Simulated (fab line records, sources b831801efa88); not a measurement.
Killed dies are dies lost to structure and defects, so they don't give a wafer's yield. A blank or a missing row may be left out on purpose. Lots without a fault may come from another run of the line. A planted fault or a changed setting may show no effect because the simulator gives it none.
A struck lot beside a sound one | flow gf180mcu | 44 steps out of a route of 602
Sound: wafers L938.1, L938.4, L938.6. Struck: wafers L957.1, L957.2, L957.3. The cause comes at the end.
At each step with rows: each side's tool, then ch and its chambers, then its first start. Under that, the readings that differ: sound wafers | struck wafers | difference of the means | sigmas: that difference in standard deviations of wafers without a fault.
alike: readings whose means differ by less than 2 such deviations, and words and numbers that are the same on both sides. not compared: withheld readings, readings that some wafer has no value for, bounds like >300 that may hide the same value, and numbers for which the record gives no deviation and whose values overlap.
The two part at a step that has a row with sigmas, a row that says differs or no value, or rows on one side only. Numbers that don't overlap but have no deviation are shown without sigmas and don't part them. A reading that every wafer of one side lacks parts them only if that side has two wafers or more.

first, 2 steps without rows for these wafers: GF_NWELL_IMPLANT_08; GF_NWELL_IMPLANT_09.
GF_NWELL_STRIP_10: strips in O2/N2.
  sound on plasma_asher-02 ch 0,1, day 3 07:59; struck on plasma_asher-02 ch 0,1, day 7 14:55
  alike: drypump_motor_current_A, heater_power_w, oes_product_au, strip_time_to_endpoint_s
  not compared: rf_hours_counter_h
GF_NWELL_TW_MEAS_11:
  sound on film_metro-03, day 3 08:05; struck on film_metro-02, day 7 15:01
  reading  | sound          | struck         | difference | sigmas
  NWELL_TW | 1582 1580 1584 | 1541 1546 1546 | -38        | -2
then, 7 steps without rows for these wafers: GF_LVPWELL_DEHYDRATE_00 (time 60 s); GF_LVPWELL_HMDS_01 (prime time 60 s); GF_LVPWELL_COAT_02 (resist thk 3000 nm); GF_LVPWELL_SOFTBAKE_03; GF_LVPWELL_EXPOSE_04 (exposes mask LVPWELL, target cd 600 nm); GF_LVPWELL_PEB_05; GF_LVPWELL_DEVELOP_06 (develop time 60 s).
GF_LVPWELL_OVL_MEAS_07:
  sound on overlay-02, day 3 21:16; struck on overlay-01, day 8 07:14
  alike: LVPWELL_OVL
GF_LVPWELL_IMPLANT_08:
  sound on implanter-02 ch 0, day 3 21:17; struck on implanter-01 ch 0, day 8 07:17
  reading                   | sound                | struck               | difference | sigmas
  beam_energy_keV           | 169.99 170.06 170.02 | 198.33 198.31 198.28 | +28.28     | +99 or more
  model.implant.rp_nm (nm)  | 493.9 493.9 493.9    | 536.7 536.7 536.7    | +42.8      |
  model.implant.drp_nm (nm) | 102.4 102.4 102.4    | 107.6 107.6 107.6    | +5.2       |
then, 1 step without rows for these wafers: GF_LVPWELL_IMPLANT_09.
GF_LVPWELL_STRIP_10: strips in O2/N2.
  sound on plasma_asher-04 ch 0, day 3 21:35; struck on plasma_asher-03 ch 0,1, day 8 07:35
  alike: drypump_motor_current_A, heater_power_w, oes_product_au, strip_time_to_endpoint_s
  not compared: rf_hours_counter_h
GF_LVPWELL_TW_MEAS_11:
  sound on film_metro-02, day 3 21:41; struck on film_metro-01, day 8 07:41
  reading    | sound       | struck      | difference | sigmas
  LVPWELL_TW | 548 550 551 | 561 562 562 | +12        | +2
then, 7 steps without rows for these wafers: GF_MVSD_DEHYDRATE_00 (time 60 s); GF_MVSD_HMDS_01 (prime time 60 s); GF_MVSD_COAT_02 (resist thk 3000 nm); GF_MVSD_SOFTBAKE_03; GF_MVSD_EXPOSE_04 (exposes mask MVSD, target cd 1000 nm); GF_MVSD_PEB_05; GF_MVSD_DEVELOP_06 (develop time 60 s).
GF_MVSD_OVL_MEAS_07:
  sound on overlay-01, day 4 10:16; struck on overlay-01, day 9 00:17
  alike: MVSD_OVL
then, 2 steps without rows for these wafers: GF_MVSD_IMPLANT_08; GF_MVSD_IMPLANT_09.
GF_MVSD_STRIP_10: strips in O2/N2.
  sound on plasma_asher-02 ch 0,1, day 4 10:35; struck on plasma_asher-01 ch 0,1, day 9 00:37
  alike: drypump_motor_current_A, heater_power_w, oes_product_au, strip_time_to_endpoint_s
  not compared: rf_hours_counter_h
GF_MVSD_TW_MEAS_11:
  sound on film_metro-03, day 4 10:41; struck on film_metro-02, day 9 00:43
  alike: MVSD_TW
then, 7 steps without rows for these wafers: GF_MVPSD_DEHYDRATE_00 (time 60 s); GF_MVPSD_HMDS_01 (prime time 60 s); GF_MVPSD_COAT_02 (resist thk 3000 nm); GF_MVPSD_SOFTBAKE_03; GF_MVPSD_EXPOSE_04 (exposes mask MVPSD, target cd 1000 nm); GF_MVPSD_PEB_05; GF_MVPSD_DEVELOP_06 (develop time 60 s).
GF_MVPSD_OVL_MEAS_07:
  sound on overlay-02, day 4 22:54; struck on overlay-02, day 9 18:17
  alike: MVPSD_OVL
then, 2 steps without rows for these wafers: GF_MVPSD_IMPLANT_08; GF_MVPSD_IMPLANT_09.
GF_MVPSD_STRIP_10: strips in O2/N2.
  sound on plasma_asher-04 ch 0,1, day 4 23:14; struck on plasma_asher-01 ch 0,1, day 9 18:37
  alike: drypump_motor_current_A, heater_power_w, oes_product_au, strip_time_to_endpoint_s
  not compared: rf_hours_counter_h
GF_MVPSD_TW_MEAS_11:
  sound on film_metro-03, day 4 23:20; struck on film_metro-01, day 9 18:43
  alike: MVPSD_TW
then, 2 steps without rows for these wafers: GF_VT_IMPLANT_DEHYDRATE_00 (time 60 s); GF_VT_IMPLANT_HMDS_01 (prime time 60 s).
-- the record jumps here: 3 days lie between the struck wafers' starts before and after --
GF_VT_IMPLANT_RS_MEAS_48: measures by four-point-probe.
  sound on film_metro-02, day 7 09:28; struck on film_metro-01, day 12 21:38
  reading             | sound          | struck         | difference | sigmas
  LVPWELL_RS (ohm/sq) | 1199 1199 1197 | 1158 1157 1157 | -41        | -11
then, 1 step without rows for these wafers: GF_PASSIVATION_PROBE_99.

WHERE THEY PART
First at GF_NWELL_TW_MEAS_11; last, within this record, at GF_VT_IMPLANT_RS_MEAS_48.

WHY: what the simulator had put in
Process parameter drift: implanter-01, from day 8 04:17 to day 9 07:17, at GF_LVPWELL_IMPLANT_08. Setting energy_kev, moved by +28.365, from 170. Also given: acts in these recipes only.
